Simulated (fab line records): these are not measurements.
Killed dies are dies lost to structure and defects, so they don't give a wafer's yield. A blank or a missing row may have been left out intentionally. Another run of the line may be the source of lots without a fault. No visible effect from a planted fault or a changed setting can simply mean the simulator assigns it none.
fab line records | flow sky130
record lots=24 wafers=72 last-day=50
route steps=708 shown METAL1@438 VIA1@470 METAL2@500 VIA2@509 METAL3@532 CAPM@550
lots untouched by any fault: they come from a run of this same line in which no faults occurred
start-h: the number of hours between the record's first day and the start of the first shown wafer of the lot | wait-h: time in hours since the lot's previous step | " same as the row above | L1.1+2: a row that stands for several wafers | - no value, or no start was given | * or withheld: withheld | < > ~ a bound
route shown NAME@n: names a module that has steps shown in the file, with the first one's number in the route | usual: mean/standard deviation of fault-free wafers | same: alike in all rows | chamber/n: place in a boat | sites: each site's reading | _std_site: their standard deviation | _edge_site: mean of outer sites minus mean of inner sites | radius-mm: how far each site lies from the wafer's centre | mask NAME#n: copy n | behind: the most recent tool/chamber to have shaped the wafer | hold: why the lot went on hold/how many hours it stayed there/how the hold came to an end | device: names the non-switching transistor (n, p or np) | end of line: tests run on the same wafers once the route is complete | a step with no rows: only its recipe | killed: dies that structure and defects cost at the first sort, which is not the same as the wafer's yield | map: dies across one wafer; x = killed, . = not, _ = none there
set.NAME: the run value of the setting; set.NAME@STEP: its run value at that earlier step | model.NAME: the simulator's own value behind a step, which no gauge read
route steps across a sampled set of lots; one table per step, one row per wafer
services: the hour from which a tool's chamber was out of use, counted from the record's first day as start-h (under 0 if before that day), plus the number of hours and why
## steps
# step SKY_METAL1_SPUTTER_04
# recipe material=TiN target-thk-nm=70 power-w=6500 time-s=58.3 chamber-pressure-pa=0.4
# usual throttle-valve-pct=29.5/0.93
# same time-s=58.3
# columns lot.wafer tool chamber start-h wait-h throttle-valve-pct
L074.1 pvd-sputter-01 - 735.17 0.0 30.2
L074.4 " - " " 27.7
L074.6 " - " " 29.8
L075.2 pvd-sputter-03 - 742.08 0.0 29.0
L075.5 " - " " 30.7
L075.6 " - " " 27.8
L076.2 pvd-sputter-01 - 742.55 0.0 29.5
L076.4 " - " " 30.3
L076.5 " - " " 27.8
L077.2 pvd-sputter-01 - 757.50 0.0 27.9
L077.4 " - " " 29.8
L077.6 " - " " 29.8
L080.1 pvd-sputter-02 - 791.23 0.0 30.5
L080.5 " - " " 29.3
L080.6 " - " " 30.3
L079.3 pvd-sputter-02 - 794.58 0.0 29.2
L079.4 " - " " 30.2
L079.5 " - " " 30.5
L078.1 pvd-sputter-02 - 795.30 0.0 29.6
L078.5 " - " " 30.5
L078.6 " - " " 29.5
L081.2 pvd-sputter-01 - 800.53 0.0 29.8
L081.3 " - " " 29.9
L081.5 " - " " 29.9
L083.1 pvd-sputter-01 - 806.96 0.0 28.0
L083.5 " - " " 28.0
L083.6 " - " " 30.0
L082.1 pvd-sputter-03 - 807.26 0.0 28.2
L082.2 " - " " 30.8
L082.5 " - " " 28.6
L084.1 pvd-sputter-01 - 810.45 0.0 28.2
L084.2 " - " " 29.8
L084.5 " - " " 27.9
L085.1 pvd-sputter-02 - 826.28 0.0 30.6
L085.3 " - " " 30.1
L085.5 " - " " 29.5
L086.3 pvd-sputter-01 - 833.05 0.0 28.1
L086.4 " - " " 30.0
L086.5 " - " " 27.9
L087.1 pvd-sputter-03 - 840.23 0.0 29.0
L087.4 " - " " 28.2
L087.6 " - " " 28.1
L088.1 pvd-sputter-02 - 844.19 0.0 29.4
L088.2 " - " " 30.5
L088.3 " - " " 29.3
L089.2 pvd-sputter-01 - 851.40 0.0 27.8
L089.5 " - " " 30.3
L089.6 " - " " 30.1
L090.2 pvd-sputter-02 - 858.80 0.0 29.5
L090.3 " - " " 30.5
L090.5 " - " " 30.3
L091.1 pvd-sputter-01 - 866.74 0.0 29.9
L091.3 " - " " 30.1
L091.5 " - " " 30.0
L092.4 pvd-sputter-01 - 876.42 0.0 30.1
L092.5 " - " " 29.7
L092.6 " - " " 27.8
L094.1 pvd-sputter-03 - 890.05 0.0 28.3
L094.2 " - " " 27.9
L094.6 " - " " 28.6
L093.3 pvd-sputter-02 - 890.35 0.0 30.2
L093.5 " - " " 29.3
L093.6 " - " " 30.4
L095.2 pvd-sputter-01 - 908.93 0.0 30.3
L095.4 " - " " 29.9
L095.5 " - " " 29.9
L096.1 pvd-sputter-03 - 910.20 0.0 31.2
L096.2 " - " " 28.1
L096.5 " - " " 28.9
L097.3 pvd-sputter-01 - 910.50 0.0 30.1
L097.5 " - " " 30.0
L097.6 " - " " 30.1
# step SKY_VIA1_CD_MEAS_12
# recipe target-cd-nm=150
# usual cd-nm=149.6/1.5
# columns lot.wafer tool chamber start-h wait-h cd-nm
L074.1 cd-sem-01 - 789.53 - 147.8
L074.4 " - " " 149.1
L074.6 " - " " 150.6
L075.2 cd-sem-01 - 797.60 - 150.6
L075.5 " - " " 148.9
L075.6 " - " " 148.4
L076.2 cd-sem-02 - 797.95 - 150.9
L076.4 " - " " 150.7
L076.5 " - " " 149.6
L077.2 cd-sem-02 - 812.00 - 149.0
L077.4 " - " " 148.7
L077.6 " - " " 147.8
L080.1 cd-sem-02 - 845.05 - 150.0
L080.5 " - " " 149.6
L080.6 " - " " 150.5
L079.3 cd-sem-02 - 848.84 - 148.9
L079.4 " - " " 149.7
L079.5 " - " " 149.3
L078.1 cd-sem-02 - 850.43 - 148.7
L078.5 " - " " 148.6
L078.6 " - " " 149.1
L081.2 cd-sem-01 - 855.36 - 145.9
L081.3 " - " " 147.5
L081.5 " - " " 148.5
L083.1 cd-sem-02 - 861.60 - 150.9
L083.5 " - " " 150.8
L083.6 " - " " 150.2
L082.1 cd-sem-01 - 861.94 - 148.9
L082.2 " - " " 147.7
L082.5 " - " " 148.5
L084.1 cd-sem-02 - 865.33 - 151.8
L084.2 " - " " 150.8
L084.5 " - " " 152.9
L085.1 cd-sem-01 - 879.50 - 150.6
L085.3 " - " " 150.6
L085.5 " - " " 151.1
L086.3 cd-sem-01 - 886.99 - 148.2
L086.4 " - " " 149.1
L086.5 " - " " 147.6
L087.1 cd-sem-01 - 893.50 - 151.9
L087.4 " - " " 150.3
L087.6 " - " " 149.1
L088.1 cd-sem-02 - 896.63 - 149.6
L088.2 " - " " 148.1
L088.3 " - " " 150.2
L089.2 cd-sem-02 - 904.66 - 148.0
L089.5 " - " " 147.5
L089.6 " - " " 147.8
L090.2 cd-sem-01 - 911.75 - 152.0
L090.3 " - " " 149.7
L090.5 " - " " 150.8
L091.1 cd-sem-02 - 918.38 - 148.5
L091.3 " - " " 149.7
L091.5 " - " " 149.4
L092.4 cd-sem-02 - 927.75 - 149.1
L092.5 " - " " 148.2
L092.6 " - " " 148.8
L094.1 cd-sem-02 - 940.85 - 147.5
L094.2 " - " " 146.3
L094.6 " - " " 147.8
L093.3 cd-sem-01 - 941.82 - 149.0
L093.5 " - " " 151.4
L093.6 " - " " 149.0
L095.2 cd-sem-02 - 958.86 - 149.8
L095.4 " - " " 149.9
L095.5 " - " " 151.1
L096.1 cd-sem-02 - 960.50 - 149.7
L096.2 " - " " 150.6
L096.5 " - " " 147.5
L097.3 cd-sem-01 - 960.78 - 151.0
L097.5 " - " " 151.3
L097.6 " - " " 151.4
# step SKY_METAL2_DESCUM_17
# recipe chemistry=O2 source-power-w=150 bias-power-w=0 pressure-mtorr=10 temp-c=40 time-s=8
# usual drypump-motor-current-A=5.6/0.33 oes-product-au=0.997/0.0093 temp-c=39.99/0.1
# same time-s=8
# columns lot.wafer tool chamber start-h wait-h drypump-motor-current-A oes-product-au rf-hours-counter-h temp-c
L074.1 rie-metal-01 0 817.16 0.0 5.2 1.006 6 39.96
L074.4 " 1 " " 6.0 1.012 - 40.04
L074.6 " 1 " " 6.0 1.001 - 40.15
L075.2 rie-metal-01 1 825.46 0.0 6.0 1.000 11 39.96
L075.5 " 0 " " 5.2 0.997 - 39.99
L075.6 " 1 " " 6.0 1.006 - 40.14
L076.2 rie-metal-03 0 826.11 0.0 5.7 1.006 5 39.80
L076.4 " 1 " " 5.7 1.000 - 39.90
L076.5 " 0 " " 5.7 1.001 - 39.88
L077.2 rie-metal-02 1 840.05 0.0 6.1 0.990 3 39.99
L077.4 " 0 " " 5.5 1.012 - 40.17
L077.6 " 1 " " 6.1 0.990 - 39.96
L080.1 rie-metal-02 1 873.24 0.0 6.1 1.005 5 39.88
L080.5 " 0 " " 5.5 1.011 - 40.14
L080.6 " 1 " " 6.1 0.991 - 39.95
L079.3 rie-metal-01 0 876.75 0.0 5.2 0.987 - 40.06
L079.4 " 1 " " 6.0 1.007 - 40.10
L079.5 " 0 " " 5.2 0.994 - 39.92
L078.1 rie-metal-03 1 878.38 0.0 5.7 1.000 18 39.99
L078.5 " 0 " " 5.7 0.994 - 40.06
L078.6 " 1 " " 5.7 1.010 - 39.73
L081.2 rie-metal-01 0 883.64 0.0 5.2 0.991 9 40.08
L081.3 " 0 " " 5.2 0.988 - 40.12
L081.5 " 0 " " 5.2 0.996 - 40.13
L083.1 rie-metal-01 1 888.39 0.0 5.9 1.009 13 39.89
L083.5 " 1 " " 5.9 1.010 - 39.91
L083.6 " 0 " " 5.2 0.987 - 40.09
L082.1 rie-metal-03 1 889.20 0.0 5.7 1.001 19 39.90
L082.2 " 0 " " 5.7 0.982 8 39.82
L082.5 " 1 " " 5.7 0.995 - 40.06
L084.1 rie-metal-03 0 892.91 0.0 5.7 1.002 8 40.12
L084.2 " 1 " " 5.7 0.998 19 39.97
L084.5 " 0 " " 5.7 0.990 - 39.91
L085.1 rie-metal-01 1 906.00 0.0 6.0 1.012 14 39.85
L085.3 " 1 " " 6.0 1.010 - 40.01
L085.5 " 1 " " 6.0 1.013 - 39.87
L086.3 rie-metal-01 1 913.71 0.0 6.0 1.009 - 39.93
L086.4 " 0 " " 5.2 0.989 - 40.17
L086.5 " 0 " " 5.2 0.994 - 40.15
L087.1 rie-metal-01 0 920.54 0.0 5.2 0.999 10 39.84
L087.4 " 0 " " 5.2 0.992 - 40.01
L087.6 " 0 " " 5.2 0.993 - 39.80
L088.1 rie-metal-01 0 924.41 0.0 5.2 0.984 11 40.10
L088.2 " 1 " " 6.0 1.006 15 40.08
L088.3 " 1 " " 6.0 0.992 - 40.07
L089.2 rie-metal-03 1 931.56 0.0 5.7 1.000 21 39.82
L089.5 " 1 " " 5.7 0.998 - 39.84
L089.6 " 0 " " 5.7 0.986 - 39.98
L090.2 rie-metal-02 0 938.61 0.0 5.5 0.989 10 40.03
L090.3 " 1 " " 6.2 0.989 - 40.25
L090.5 " 1 " " 6.1 0.982 - 40.11
L091.1 rie-metal-01 0 944.69 0.0 5.2 0.989 12 39.93
L091.3 " 0 " " 5.2 0.988 - 40.02
L091.5 " 1 " " 6.0 1.006 - 40.11
L092.4 rie-metal-01 0 953.08 0.0 5.2 0.984 - 39.91
L092.5 " 0 " " 5.2 0.988 - 39.94
L092.6 " 1 " " 5.9 1.006 - 40.00
L094.1 rie-metal-01 1 966.59 0.0 6.0 1.014 17 40.00
L094.2 " 0 " " 5.2 0.995 13 39.93
L094.6 " 1 " " 6.0 1.003 - 39.87
L093.3 rie-metal-01 0 967.47 0.0 5.2 0.986 - 40.03
L093.5 " 1 " " 6.0 0.990 - 39.97
L093.6 " 0 " " 5.2 0.982 - 39.99
L095.2 rie-metal-01 1 984.41 0.0 6.0 1.006 17 39.94
L095.4 " 0 " " 5.2 0.990 - 39.96
L095.5 " 1 " " 6.0 0.995 - 39.97
L096.1 rie-metal-03 0 985.73 0.0 5.7 0.994 13 40.01
L096.2 " 1 " " 5.7 1.011 24 40.02
L096.5 " 0 " " 5.7 0.993 - 39.97
L097.3 rie-metal-02 1 986.06 0.0 6.1 0.989 - 39.95
L097.5 " 0 " " 5.5 0.994 - 39.90
L097.6 " 1 " " 6.1 0.982 - 39.95
# step SKY_VIA2_CMP_02
# recipe material=SiO2 down-force-psi=4 platen-rpm=60 pad-velocity-m-s=0.94248
# usual motor-current-A=12.3/1.4 slurry-filter-dp-kPa=13.49/0.14
# columns lot.wafer tool chamber start-h wait-h motor-current-A slurry-filter-dp-kPa
L074.4 cmp-01 2 818.17 0.1 12.6 13.58
L074.1 " 3 " " 11.6 13.36
L074.6 " 1 " " 13.8 13.35
L075.2 cmp-02 0 826.60 0.1 12.3 13.41
L075.5 " 2 " " 12.6 13.31
L075.6 " 3 " " 8.9 13.55
L076.4 cmp-01 3 827.27 0.1 11.6 13.61
L076.2 " 0 " " 14.5 13.26
L076.5 " 2 " " 12.7 13.58
L077.4 cmp-02 2 841.02 0.0 13.1 13.81
L077.2 " 0 " " 12.2 13.41
L077.6 " 2 " " 13.2 13.56
L080.1 cmp-01 2 874.31 0.1 12.6 13.64
L080.6 " 0 " " 13.9 13.55
L080.5 " 1 " " 13.6 13.26
L079.4 cmp-01 0 877.86 0.1 13.6 13.49
L079.3 " 2 " " 12.4 13.46
L079.5 " 0 " " 14.5 13.78
L078.1 cmp-01 2 879.34 0.1 12.5 13.24
L078.5 " 2 " " 13.4 13.44
L078.6 " 3 " " 11.3 13.41
L081.3 cmp-02 2 884.80 0.2 13.3 13.64
L081.2 " 3 " " 9.2 13.31
L081.5 " 2 " " 12.6 13.62
L083.1 cmp-02 2 889.41 0.1 12.4 13.19
L083.6 " 1 " " 11.0 13.35
L083.5 " 2 " " 13.1 13.32
L082.2 cmp-01 3 890.54 0.4 11.2 13.26
L082.1 " 0 " " 14.1 13.56
L082.5 " 3 " " 11.2 13.42
L084.1 cmp-02 1 893.90 0.1 11.7 13.41
L084.2 " 0 " " 12.1 13.55
L084.5 " 2 " " 12.9 13.44
L085.1 cmp-02 3 907.02 0.1 9.4 13.42
L085.3 " 0 " " 12.6 13.44
L085.5 " 2 " " 13.1 13.73
L086.4 cmp-01 2 914.72 0.1 13.3 13.62
L086.3 " 0 " " 13.4 13.47
L086.5 " 2 " " 13.0 13.47
L087.1 cmp-01 3 921.54 0.1 11.3 13.27
L087.4 " 1 " " 13.0 13.45
L087.6 " 3 " " 10.9 13.52
L088.2 cmp-01 2 925.40 0.0 13.6 13.41
L088.3 " 3 " " 10.8 13.35
L088.1 " 0 " " 13.6 13.48
L089.2 cmp-02 3 932.76 0.1 9.2 13.53
L089.5 " 1 " " 11.6 13.24
L089.6 " 2 " " 12.1 13.56
L090.2 cmp-01 1 939.63 0.1 14.1 13.61
L090.3 " 2 " " 12.9 13.59
L090.5 " 0 " " 13.8 13.46
L091.3 cmp-02 2 945.71 0.1 12.5 13.74
L091.1 " 0 " " 12.5 13.61
L091.5 " 1 " " 12.2 13.62
L092.4 cmp-02 0 954.19 0.1 12.9 13.37
L092.6 " 2 " " 13.6 13.64
L092.5 " 3 " " 9.3 13.48
L094.1 cmp-01 2 967.61 0.1 12.3 13.65
L094.2 " 0 " " 14.2 13.63
L094.6 " 2 " " 12.7 13.68
L093.3 cmp-01 3 968.48 0.1 11.3 13.50
L093.5 " 2 " " 12.3 13.80
L093.6 " 3 " " 11.9 13.43
L095.4 cmp-02 3 985.43 0.1 8.9 13.42
L095.2 " 1 " " 11.2 13.36
L095.5 " 2 " " 13.2 13.39
L096.1 cmp-01 2 986.70 0.1 12.5 13.27
L096.2 " 1 " " 13.7 13.54
L096.5 " 2 " " 12.4 13.64
L097.3 cmp-02 2 987.14 0.1 12.9 13.82
L097.6 " 1 " " 12.0 13.52
L097.5 " 2 " " 12.8 13.52
# step SKY_METAL3_SPUTTER_00
# recipe material=Ti target-thk-nm=15 power-w=3000 time-s=10 chamber-pressure-pa=0.4
# usual throttle-valve-pct=29.4/0.97
# same time-s=10
# columns lot.wafer tool chamber start-h wait-h throttle-valve-pct
L074.1 pvd-sputter-03 - 845.89 0.2 28.0
L074.4 " - " " 28.1
L074.6 " - " " 29.0
L075.2 pvd-sputter-01 - 854.44 0.2 29.6
L075.5 " - " " 29.7
L075.6 " - " " 30.0
L076.2 pvd-sputter-02 - 855.69 0.1 29.5
L076.4 " - " " 29.2
L076.5 " - " " 30.5
L077.2 pvd-sputter-02 - 869.34 0.2 30.1
L077.4 " - " " 29.2
L077.6 " - " " 30.4
L080.1 pvd-sputter-03 - 901.12 0.2 30.6
L080.5 " - " " 30.5
L080.6 " - " " 27.8
L079.3 pvd-sputter-03 - 905.60 0.2 28.5
L079.4 " - " " 30.8
L079.5 " - " " 27.8
L078.1 pvd-sputter-03 - 906.42 0.2 29.0
L078.5 " - " " 30.5
L078.6 " - " " 27.9
L081.2 pvd-sputter-02 - 911.89 0.1 30.1
L081.3 " - " " 29.3
L081.5 " - " " 30.1
L083.1 pvd-sputter-02 - 916.56 0.2 30.4
L083.5 " - " " 30.1
L083.6 " - " " 29.4
L082.1 pvd-sputter-02 - 918.75 0.1 29.6
L082.2 " - " " 30.5
L082.5 " - " " 29.4
L084.1 pvd-sputter-03 - 920.61 0.2 29.1
L084.2 " - " " 28.6
L084.5 " - " " 28.9
L085.1 pvd-sputter-03 - 934.22 0.2 30.9
L085.3 " - " " 28.2
L085.5 " - " " 28.3
L086.3 pvd-sputter-02 - 941.49 0.1 30.6
L086.4 " - " " 29.4
L086.5 " - " " 29.5
L087.1 pvd-sputter-03 - 947.67 0.2 29.2
L087.4 " - " " 27.7
L087.6 " - " " 27.9
L088.1 pvd-sputter-02 - 950.70 0.1 30.6
L088.2 " - " " 30.4
L088.3 " - " " 29.4
L089.2 pvd-sputter-03 - 957.98 0.2 30.6
L089.5 " - " " 30.5
L089.6 " - " " 28.1
L090.2 pvd-sputter-01 - 965.16 0.2 29.7
L090.3 " - " " 29.9
L090.5 " - " " 29.9
L091.1 pvd-sputter-01 - 971.43 0.1 29.7
L091.3 " - " " 30.1
L091.5 " - " " 27.7
L092.4 pvd-sputter-01 - 979.55 0.2 30.2
L092.5 " - " " 27.8
L092.6 " - " " 30.2
L094.1 pvd-sputter-01 - 992.74 0.1 27.8
L094.2 " - " " 29.7
L094.6 " - " " 30.2
L093.3 pvd-sputter-02 - 993.63 0.2 30.4
L093.5 " - " " 29.5
L093.6 " - " " 30.3
L095.2 pvd-sputter-03 - 1010.26 0.2 27.9
L095.4 " - " " 29.0
L095.5 " - " " 29.0
L096.1 pvd-sputter-01 - 1011.32 0.2 30.1
L096.2 " - " " 29.7
L096.5 " - " " 29.9
L097.3 pvd-sputter-03 - 1011.88 0.2 30.6
L097.5 " - " " 30.8
L097.6 " - " " 28.0
# step SKY_CAPM_METAL_ETCH_13
# recipe target-depth-nm=220 stop-on=SiO2 chemistry=Cl2/BCl3 target=TiN pressure-mtorr=10 icp-w=900 bias-w=48.5 Cl2_flow_sccm=60 bcl3-flow-sccm=30 time-s=62.9
# usual drypump-motor-current-A=5.8/0.4 oes-product-au=0.937/0.0071 throttle-valve-pct=21.904/0.0086
# same time-s=62.9
# columns lot.wafer tool chamber start-h wait-h drypump-motor-current-A oes-product-au rf-hours-counter-h throttle-valve-pct
L074.1 rie-metal-04 1 872.29 0.0 6.3 0.931 2 21.909
L074.4 " 1 " " 6.3 0.931 - 21.903
L074.6 " 1 " " 6.3 0.940 - 21.907
L075.2 rie-metal-01 0 880.72 0.0 5.2 0.933 9 21.895
L075.5 " 0 " " 5.2 0.940 - 21.909
L075.6 " 1 " " 6.0 0.933 - 21.905
L076.2 rie-metal-04 1 882.51 0.0 6.3 0.944 3 21.902
L076.4 " 1 " " 6.3 0.934 - 21.918
L076.5 " 1 " " 6.3 0.941 - 21.907
L077.2 rie-metal-01 0 895.54 0.0 5.2 0.940 10 21.909
L077.4 " 0 " " 5.2 0.927 - 21.903
L077.6 " 0 " " 5.2 0.943 - 21.897
L080.1 rie-metal-03 0 926.11 0.0 5.7 0.940 10 21.907
L080.5 " 1 " " 5.7 0.938 - 21.892
L080.6 " 0 " " 5.7 0.935 - 21.900
L079.3 rie-metal-04 0 930.15 0.0 5.9 0.937 - 21.910
L079.4 " 1 " " 6.3 0.939 - 21.909
L079.5 " 1 " " 6.3 0.929 - 21.887
L078.1 rie-metal-01 0 931.02 0.0 5.2 0.933 11 21.914
L078.5 " 0 " " 5.2 0.930 - 21.904
L078.6 " 1 " " 6.0 0.935 - 21.902
L081.2 rie-metal-04 1 936.80 0.0 6.3 0.943 5 21.905
L081.3 " 1 " " 6.3 0.935 - 21.903
L081.5 " 0 " " 6.0 0.934 - 21.915
L083.1 rie-metal-03 0 940.59 0.0 5.7 0.931 10 21.887
L083.5 " 0 " " 5.7 0.937 - 21.906
L083.6 " 1 " " 5.7 0.936 - 21.908
L082.1 rie-metal-01 1 943.89 0.0 5.9 0.951 16 21.910
L082.2 " 0 " " 5.2 0.947 12 21.908
L082.5 " 0 " " 5.2 0.942 - 21.906
L084.1 rie-metal-04 1 945.14 0.0 6.3 0.940 6 21.885
L084.2 " 0 " " 5.9 0.945 3 21.909
L084.5 " 1 " " 6.4 0.934 - 21.899
L085.1 rie-metal-04 1 958.52 0.0 6.3 0.943 6 21.927
L085.3 " 0 " " 5.9 0.933 - 21.916
L085.5 " 1 " " 6.3 0.931 - 21.879
L086.3 rie-metal-01 0 965.29 0.0 5.2 0.933 - 21.894
L086.4 " 1 " " 5.9 0.946 - 21.903
L086.5 " 1 " " 5.9 0.928 - 21.902
L087.1 rie-metal-01 1 972.02 0.0 5.9 0.948 17 21.889
L087.4 " 0 " " 5.2 0.943 - 21.904
L087.6 " 1 " " 6.0 0.946 - 21.898
L088.1 rie-metal-04 1 974.54 0.0 6.3 0.935 7 21.916
L088.2 " 0 " " 5.9 0.931 4 21.910
L088.3 " 1 " " 6.3 0.937 - 21.900
L089.2 rie-metal-04 1 981.94 0.0 6.3 0.954 8 21.894
L089.5 " 0 " " 5.9 0.945 - 21.904
L089.6 " 1 " " 6.3 0.935 - 21.910
L090.2 rie-metal-04 0 988.84 0.0 5.9 0.936 5 21.896
L090.3 " 1 " " 6.3 0.940 - 21.894
L090.5 " 1 " " 6.3 0.957 - 21.881
L091.1 rie-metal-04 0 994.71 0.0 5.9 0.940 5 21.907
L091.3 " 1 " " 6.3 0.930 - 21.912
L091.5 " 1 " " 6.3 0.917 - 21.903
L092.4 rie-metal-01 1 1002.74 0.0 5.9 0.934 - 21.912
L092.5 " 0 " " 5.2 0.933 - 21.891
L092.6 " 1 " " 6.0 0.934 - 21.903
L094.1 rie-metal-03 0 1015.91 0.0 5.7 0.940 15 21.898
L094.2 " 0 " " 5.7 0.939 - 21.899
L094.6 " 0 " " 5.7 0.929 - 21.908
L093.3 rie-metal-01 0 1016.95 0.0 5.2 0.942 - 21.891
L093.5 " 1 " " 5.9 0.941 - 21.911
L093.6 " 0 " " 5.2 0.956 - 21.889
L095.2 rie-metal-01 1 1032.93 0.0 6.0 0.948 20 21.908
L095.4 " 1 " " 6.0 0.936 - 21.896
L095.5 " 0 " " 5.2 0.938 - 21.897
L096.1 rie-metal-01 0 1033.99 0.0 5.2 0.939 16 21.911
L096.2 " 1 " " 6.0 0.939 20 21.900
L096.5 " 1 " " 5.9 0.931 - 21.903
L097.3 rie-metal-01 1 1035.15 0.0 5.9 0.932 - 21.908
L097.5 " 1 " " 6.0 0.934 - 21.917
L097.6 " 0 " " 5.2 0.924 - 21.895
## services
# columns tool chamber start-h hours kind
cmp-02 - 726.45 4.4 repair
cmp-01 - 748.80 0.8 repair
cmp-02 - 752.98 2.5 repair
cmp-02 - 755.43 4.0 pm
cmp-02 - 768.79 0.3 repair
pvd-sputter-02 - 775.32 1.7 repair
pvd-sputter-01 - 784.47 0.7 repair
pvd-sputter-03 - 788.87 10.8 repair
cmp-01 - 795.94 4.1 pm
cmp-01 - 810.89 1.0 repair
rie-metal-01 - 811.40 0.7 repair
pvd-sputter-01 - 857.15 2.5 repair
cmp-01 - 858.53 0.3 repair
pvd-sputter-01 - 868.29 0.9 repair
cmp-01 - 884.17 4.1 pm
cmp-01 - 889.37 1.1 repair
pvd-sputter-03 - 891.56 6.3 repair
cmp-01 - 916.76 4.0 pm
pvd-sputter-02 - 938.69 2.4 repair
pvd-sputter-01 - 945.79 17.2 repair
pvd-sputter-02 - 946.04 2.1 repair
pvd-sputter-03 - 965.62 10.3 repair
pvd-sputter-03 - 974.49 2.7 repair
cmp-01 - 992.65 0.4 repair
## key
fault none
